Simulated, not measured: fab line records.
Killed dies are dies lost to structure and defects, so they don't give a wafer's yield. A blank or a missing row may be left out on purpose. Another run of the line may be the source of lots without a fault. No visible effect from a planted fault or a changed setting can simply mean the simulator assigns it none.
The tool behind it: which one? + flow sky130 + 13 lots with 38 wafers sampled at 4 steps, on a route of 708 steps

== WHAT EACH GAUGE READ, for each wafer ==
SKY_VIA2_RS_MEAS_22: uses a four-point probe to measure. Usual: VIA2_W_RS gives 0.274 ohm/sq (standard deviation 0.0044).
| lot  | measured     | on           | VIA2_W_RS (ohm/sq) | flag |
|------|--------------|--------------|--------------------|------|
| L781 | day 35 23:46 | filmMetro-03 | 0.273 0.282 0.275  |      |
| L787 | day 38 10:18 | filmMetro-03 | 0.275 0.270        |      |
| L789 | day 38 23:19 | filmMetro-03 | 0.270 0.276 0.274  |      |
| L790 | day 39 04:42 | filmMetro-03 | 0.276 0.277 0.273  |      |
| L794 | day 40 15:37 | filmMetro-01 | 0.277 0.274 0.272  |      |
| L795 | day 40 19:10 | filmMetro-01 | 0.277 0.283 0.278  |      |
| L796 | day 41 07:14 | filmMetro-04 | 0.279 0.276 0.279  |      |
| L798 | day 41 14:08 | filmMetro-01 | 0.284 0.277 0.276  |      |
| L799 | day 41 22:13 | filmMetro-03 | 0.265 0.275 0.268  |      |
| L800 | day 42 02:57 | filmMetro-03 | 0.275 0.276 0.275  |      |
| L801 | day 42 07:42 | filmMetro-03 | 0.274 0.271 0.265  |      |
| L802 | day 42 12:34 | filmMetro-03 | 0.269 0.271 0.273  |      |
| L804 | day 43 02:16 | filmMetro-03 | 0.278 0.274 0.275  |      |

SKY_VIA2_THK_MEAS_23: measures by xrf. Usual: VIA2_W_THK gives 431 nm (standard deviation 9.5).
| lot  | measured     | on           | VIA2_W_THK (nm) | flag |
|------|--------------|--------------|-----------------|------|
| L781 | day 35 23:53 | filmMetro-03 | 431 418 429     |      |
| L787 | day 38 10:25 | filmMetro-03 | 424 431         |      |
| L789 | day 38 23:26 | filmMetro-03 | 432 421 426     |      |
| L790 | day 39 04:49 | filmMetro-03 | 425 425 430     |      |
| L794 | day 40 15:44 | filmMetro-01 | 420 425 428     |      |
| L795 | day 40 19:17 | filmMetro-01 | 420 410 420     |      |
| L796 | day 41 07:20 | filmMetro-04 | 421 427 420     |      |
| L798 | day 41 14:15 | filmMetro-01 | 408 420 421     |      |
| L799 | day 41 22:19 | filmMetro-03 | 449 436 444     |      |
| L800 | day 42 03:04 | filmMetro-03 | 437 435 436     |      |
| L801 | day 42 07:49 | filmMetro-03 | 439 446 452     |      |
| L802 | day 42 12:40 | filmMetro-03 | 448 443 442     |      |
| L804 | day 43 02:23 | filmMetro-03 | 430 434 434     |      |

SKY_CAPM_THK_MEAS_01. Usual: CAPM_CVD_00_THK gives 15.48 nm (standard deviation 0.19).
| lot  | measured     | on           | CAPM_CVD_00_THK (nm) | flag |
|------|--------------|--------------|----------------------|------|
| L781 | day 36 00:26 | filmMetro-02 | 15.21 15.82 15.48    |      |
| L787 | day 38 10:58 | filmMetro-02 | 16.05 16.47          | OFF  |
| L789 | day 38 23:58 | filmMetro-02 | 15.95 16.20 16.47    | OFF  |
| L790 | day 39 05:22 | filmMetro-02 | 16.18 16.14 16.39    | OFF  |
| L794 | day 40 16:17 | filmMetro-01 | 15.43 15.42 15.42    |      |
| L795 | day 40 19:50 | filmMetro-03 | 15.17 15.26 14.85    |      |
| L796 | day 41 07:52 | filmMetro-01 | 15.32 15.38 15.44    |      |
| L798 | day 41 14:48 | filmMetro-03 | 15.44 15.38 15.56    |      |
| L799 | day 41 22:52 | filmMetro-01 | 15.72 15.65 15.61    |      |
| L800 | day 42 03:43 | filmMetro-01 | 15.43 15.56 15.63    |      |
| L801 | day 42 08:21 | filmMetro-03 | 15.38 15.15 15.50    |      |
| L802 | day 42 13:13 | filmMetro-03 | 15.30 15.46 15.46    |      |
| L804 | day 43 02:55 | filmMetro-03 | 15.38 15.19 15.62    |      |

== TOOL THAT RAN EACH LOT (tool first, then ch and the chambers of the sampled wafers, then the start) ==
| lot  | SKY_METAL3_SPUTTER_01       |
|------|-----------------------------|
| L781 | pvdSputter-03, day 36 00:16 |
| L787 | pvdSputter-02, day 38 10:47 |
| L789 | pvdSputter-02, day 38 23:49 |
| L790 | pvdSputter-02, day 39 05:11 |
| L794 | pvdSputter-04, day 40 16:07 |
| L795 | pvdSputter-03, day 40 19:40 |
| L796 | pvdSputter-02, day 41 07:43 |
| L798 | pvdSputter-02, day 41 14:38 |
| L799 | pvdSputter-04, day 41 22:41 |
| L800 | pvdSputter-04, day 42 03:34 |
| L801 | pvdSputter-02, day 42 08:12 |
| L802 | pvdSputter-02, day 42 13:02 |
| L804 | pvdSputter-02, day 43 02:46 |
- SKY_METAL3_SPUTTER_01: material TiN, target thk 20 nm, time 16.26 s.

== WHAT THE TOOLS THEMSELVES READ (means of the sampled wafers that have a number; where no wafer has one, the mark that the record gives instead) ==
SKY_METAL3_SPUTTER_01. Usual: throttleValvePct reads 29.3 % (standard deviation 0.92).
| lot  | tool          | throttleValvePct (%) | flag |
|------|---------------|----------------------|------|
| L781 | pvdSputter-03 | 31.0                 |      |
| L787 | pvdSputter-02 | 28.4                 |      |
| L789 | pvdSputter-02 | 29.1                 |      |
| L790 | pvdSputter-02 | 28.8                 |      |
| L794 | pvdSputter-04 | 28.8                 |      |
| L795 | pvdSputter-03 | 30.0                 |      |
| L796 | pvdSputter-02 | 29.3                 |      |
| L798 | pvdSputter-02 | 28.9                 |      |
| L799 | pvdSputter-04 | 29.6                 |      |
| L800 | pvdSputter-04 | 29.3                 |      |
| L801 | pvdSputter-02 | 29.5                 |      |
| L802 | pvdSputter-02 | 28.6                 |      |
| L804 | pvdSputter-02 | 28.9                 |      |

== THE ANSWER, worked out from the rows above alone ==
Rule: take the mean of a lot's wafers that have a number; if it is more than 3 standard deviations from the usual mean, the lot is off. Also off: a lot with no number at a reading for which 4 or more lots have one. Where the step has rows for the other lots, those lots are counted as sound. After the gauges, taken in route order, come the tools' own readings; for these a lot's mean is taken, as printed above. The first step at which some lot is off is used, and at that step the reading that is off furthest; a lot without a number counts as furthest.
Off: L787, L789, L790, at SKY_CAPM_THK_MEAS_01 (CAPM_CVD_00_THK).
A tool fits if, at a process step before that reading, it ran every lot that is off, and no sound lot after the first of them. Gauges at SKY_CAPM_THK_MEAS_01: tried the same way as those tools. One candidate fits, namely filmMetro-02 at SKY_CAPM_THK_MEAS_01. A fault onset in the window from L781 (day 36 00:26, its last sound lot) to L787 (day 38 10:58, its first lot off) fits.

== WHAT THE SIMULATOR PUT IN ==
Metrology matching offset: filmMetro-02, from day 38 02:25 on, at SKY_CAPM_THK_MEAS_01. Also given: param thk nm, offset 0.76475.
Lots struck among those shown: L787, L789, L790. This agrees with what the rule above found.
